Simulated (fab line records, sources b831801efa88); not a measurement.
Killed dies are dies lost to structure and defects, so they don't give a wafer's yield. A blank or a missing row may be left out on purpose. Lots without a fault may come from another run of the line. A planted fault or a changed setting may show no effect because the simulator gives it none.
Chamber matching | flow sky130 | SKY_LI_CONTACT_CMP_24 on cmp-02: 4 sister chambers
The step polishes, stops on PSG, t overpolish 20 s, target thk 0 nm. 14 wafers are shown with their chamber, then 7 later ones without.

WAFERS WITH THEIR CHAMBER
wafer  | chamber | motor_current_A (A) | overpolish_run_s (s) | time_to_endpoint_s (s)
L484.4 | 1       | 12.2                | 19.999               | 103
L484.5 | 2       | 12.2                | 19.998               | 99
L484.6 | 1       | 11.9                | 19.994               | 105
L486.1 | 2       | 12.1                | 20.000               | 102
L486.5 | 2       | 12.0                | 20.006               | 104
L486.6 | 3       | 9.6                 | 19.980               | 104
L488.1 | 3       | 9.4                 | 19.999               | 100
L488.4 | 0       | 10.4                | 20.015               | 99
L488.6 | 3       | 9.6                 | 20.000               | 98
L489.2 | 2       | 12.1                | 19.993               | 100
L489.4 | 3       | 9.2                 | 20.000               | 104
L489.5 | 0       | 10.0                | 20.013               | 104
L490.3 | 2       | 12.3                | 20.018               | 100
L490.4 | 1       | 12.4                | 19.988               | 102

SIGNATURES (means of the wafers above)
reading            | chamber 0 | chamber 1 | chamber 2 | chamber 3 | scatter within a chamber
motor_current_A    | 10.200    | 12.167    | 12.140    | 9.450     | 0.192
overpolish_run_s   | 20.01400  | 19.99367  | 20.00300  | 19.99475  | 0.00849
time_to_endpoint_s | 101.50    | 103.33    | 101.00    | 101.50    | 2.45
Rule: a wafer's distance from a chamber is the root of the sum, over the readings, of the square of ((its reading less the chamber's mean) divided by the reading's scatter). The wafer belongs to the nearest chamber; if the next one is less than 2 further off, it can't be placed. The scatter: the root of (the sum of the squares of (reading less its chamber's mean) over the shown wafers, divided by (wafers less chambers)).

WAFERS WITHOUT THEIR CHAMBER
wafer  | motor_current_A (A) | overpolish_run_s (s) | time_to_endpoint_s (s)
L490.6 | 10.3                | 19.990               | 98
L492.1 | 12.6                | 19.988               | 105
L492.2 | 9.6                 | 20.001               | 100
L492.4 | 12.1                | 20.010               | 97
L493.2 | 12.0                | 19.992               | 103
L493.4 | 12.2                | 19.990               | 104
L493.6 | 10.5                | 19.999               | 104

WHICH CHAMBER EACH WENT THROUGH
wafer  | from the rows above     | in truth
L490.6 | can't be placed: 0 or 3 | 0
L492.1 | can't be placed: 1 or 2 | 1
L492.2 | 3                       | 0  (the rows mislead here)
L492.4 | can't be placed: 2 or 1 | 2
L493.2 | can't be placed: 1 or 2 | 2
L493.4 | can't be placed: 1 or 2 | 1
L493.6 | 0                       | 0
Placed correctly: 1 of 7. Can't be placed from these rows: 5 (the true chamber is among the candidates in 5). Placed wrongly: 1.
